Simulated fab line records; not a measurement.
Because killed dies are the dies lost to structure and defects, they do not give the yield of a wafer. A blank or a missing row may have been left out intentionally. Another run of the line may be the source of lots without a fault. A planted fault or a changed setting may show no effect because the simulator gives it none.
One fault through the eyes of 2 desks ; flow sky130 ; each desk has only its own numbers; what lay behind them comes last

## METROLOGY DESK
Lot by lot, what the gauges showed, no matter which tool ran the lot: averages of those sampled wafers that carry a number. A lot is out of limits, marked OUT, if its mean lies more than 4 standard deviations from the usual mean; the brackets give that distance.
Columns: A = VIA4_W_RS at SKY_VIA4_RS_MEAS_19, usual 0.223 ohm/sq; B = VIA4_W_THK at SKY_VIA4_THK_MEAS_20, usual 520 nm
lot;first seen here;A;B
L966;day 43 18:49;0.232;499
L973;day 45 03:43;0.227;517
L975;day 46 00:26;0.218;531
L978;day 47 12:20;0.224;512
L980;day 47 16:07;0.219;523
L987;day 49 01:29;0.218;533
This desk's finding: nothing out of limits on any of the 6 lots.

## DESK OF THE TOOL OWNER: pvd-sputter-02
The tool's own readings at SKY_METAL5_SPUTTER_03 (material Ti, target thk 5 nm, time 3.3 s): means of the sampled wafers that have a number, for each lot that ran on this tool. A lot is out of limits, marked OUT, if its mean lies more than 4 standard deviations from the usual mean; the brackets give that distance.
Columns: A = cathode-dc-power-W at SKY_METAL5_SPUTTER_03, usual 3000.0 W; B = throttle-valve-pct at SKY_METAL5_SPUTTER_03, usual 30.7 %
lot;first seen here;A;B
L973;day 45 04:18;2510.1 (-99 or more) OUT;30.6
L975;day 46 00:59;2510.2 (-99 or more) OUT;29.5
L987;day 49 02:02;2999.8;30.9
This desk finds L973, L975 out of limits, L973 being first, at day 45 04:18 (cathode-dc-power-W at SKY_METAL5_SPUTTER_03). In limits: L987.

## TAKEN TOGETHER
At day 45 04:18, on L973, L975, the tool owner's desk was in a position to raise an alarm.
Nothing out of limits was seen by the metrology desk.
The metrology desk has L973, L975 on record, within its limits.
SKY_METAL5_SPUTTER_03 was run on pvd-sputter-02 by each of the lots named.

## WHAT WAS PUT IN BY THE SIMULATOR
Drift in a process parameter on pvd-sputter-02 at SKY_METAL5_SPUTTER_03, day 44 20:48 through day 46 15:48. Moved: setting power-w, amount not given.
Lots struck among those shown: L973, L975.
Hours from the fault's start to each desk's first reading out of limits: the tool owner's desk, 8.
